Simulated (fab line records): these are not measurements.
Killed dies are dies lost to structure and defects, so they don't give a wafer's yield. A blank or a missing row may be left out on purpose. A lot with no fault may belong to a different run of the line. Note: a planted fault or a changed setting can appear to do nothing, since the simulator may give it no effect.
Which tool was responsible? + flow gf180mcu + 45 wafers from 15 lots sampled at 3 of the route's 602 steps

WHAT THE GAUGES READ, wafer by wafer
GF_V2_THK_MEAS_03.
| lot  | measured     | on           | V2_CVD_02_THK (nm) |
|------|--------------|--------------|--------------------|
| L949 | day 19 16:35 | filmMetro-03 | 845 862 865        |
| L952 | day 20 22:00 | filmMetro-03 | 847 840 866        |
| L953 | day 21 12:07 | filmMetro-04 | 861 859 849        |
| L957 | day 22 20:53 | filmMetro-04 | 848 866 856        |
| L958 | day 23 05:56 | filmMetro-01 | 859 873 882        |
| L959 | day 23 11:54 | filmMetro-03 | 839 842 859        |
| L960 | day 23 12:26 | filmMetro-04 | 851 866 851        |
| L961 | day 24 04:32 | filmMetro-04 | 835 837 849        |
| L962 | day 24 09:46 | filmMetro-01 | 854 845 860        |
| L963 | day 24 19:06 | filmMetro-03 | 841 853 861        |
| L964 | day 24 23:55 | filmMetro-04 | 848 842 841        |
| L965 | day 25 08:08 | filmMetro-03 | 847 853 857        |
| L966 | day 25 16:27 | filmMetro-03 | 853 868 856        |
| L968 | day 26 05:34 | filmMetro-04 | 830 846 850        |
| L970 | day 26 23:04 | filmMetro-04 | 838 846 857        |

GF_V2_BOW_MEAS_05.
| lot  | measured     | on           | V2_BOW (um) |
|------|--------------|--------------|-------------|
| L949 | day 19 17:00 | filmMetro-03 | 112 105 108 |
| L952 | day 20 22:22 | filmMetro-03 | 90 93 93    |
| L953 | day 21 12:30 | filmMetro-03 | 97 82 88    |
| L957 | day 22 21:22 | filmMetro-04 | 104 107 105 |
| L958 | day 23 06:19 | filmMetro-01 | 90 95 100   |
| L959 | day 23 12:18 | filmMetro-03 | 82 89 94    |
| L960 | day 23 12:53 | filmMetro-04 | 105 95 86   |
| L961 | day 24 04:54 | filmMetro-01 | 91 94 89    |
| L962 | day 24 10:08 | filmMetro-01 | 101 105 100 |
| L963 | day 24 19:29 | filmMetro-01 | 99 95 101   |
| L964 | day 25 00:31 | filmMetro-01 | 78 92 93    |
| L965 | day 25 08:29 | filmMetro-01 | 103 90 122  |
| L966 | day 25 16:50 | filmMetro-04 | 73 91 91    |
| L968 | day 26 05:56 | filmMetro-04 | 107 105 103 |
| L970 | day 26 23:26 | filmMetro-04 | 110 88 95   |

GF_M3_CD_MEAS_14: the cd target is 280 nm.
| lot  | measured     | on       | cdNm (nm)         |
|------|--------------|----------|-------------------|
| L949 | day 21 18:38 | cdSem-02 | 278.3 277.9 278.4 |
| L952 | day 22 23:08 | cdSem-02 | 280.0 281.5 279.7 |
| L953 | day 23 12:41 | cdSem-02 | 278.2 278.4 278.3 |
| L957 | day 24 19:29 | cdSem-01 | 282.8 281.4 282.5 |
| L958 | day 25 04:43 | cdSem-01 | 278.0 279.3 278.0 |
| L959 | day 25 10:28 | cdSem-02 | 279.4 280.4 281.2 |
| L960 | day 25 10:41 | cdSem-02 | 279.7 281.4 280.4 |
| L961 | day 26 02:22 | cdSem-01 | 279.3 278.9 279.8 |
| L962 | day 26 06:26 | cdSem-01 | 278.1 277.7 278.2 |
| L963 | day 26 15:07 | cdSem-02 | 280.9 281.7 281.3 |
| L964 | day 26 20:44 | cdSem-02 | 283.5 281.9 283.4 |
| L965 | day 27 04:11 | cdSem-01 | 278.1 278.6 278.1 |
| L966 | day 27 12:23 | cdSem-01 | 278.3 278.7 279.6 |
| L968 | day 28 00:17 | cdSem-02 | 282.2 281.2 281.4 |
| L970 | day 28 17:17 | cdSem-02 | 281.4 280.1 280.3 |

TOOL THAT RAN EACH LOT (tool first, then ch and the chambers of the sampled wafers, then the start)
The record shows no process step preceding these readings.

AS READ BY THE TOOLS THEMSELVES (means over the sampled wafers that have a number; for cases with no such wafer, the mark the record gives instead)
The record holds no such reading with a usual standard deviation.

THE ANSWER, worked out from the rows above alone
Rule: usual is defined by the lots themselves. Put in order of their means at a reading, lots are off if they are a third of the lots or fewer, leave a main group of 4 or more, and stand apart from it by a gap of 3 or more times the standard deviation of the main group's means; of several such gaps the widest counts. A main group whose means are all the same, to the digits that the tables above print for the reading, isn't used. Also off: a lot with no number at a reading for which 4 or more lots have one. The other lots that the step has rows for count as sound. First the gauges in route order, then the tools' own readings, where a lot's mean is used as printed above. At the first step where some lot is off, the reading lying furthest off is the one used; lots without a number count as furthest.
Nothing can be told from this: no lot is off at any reading shown.

WHAT WAS PUT IN BY THE SIMULATOR
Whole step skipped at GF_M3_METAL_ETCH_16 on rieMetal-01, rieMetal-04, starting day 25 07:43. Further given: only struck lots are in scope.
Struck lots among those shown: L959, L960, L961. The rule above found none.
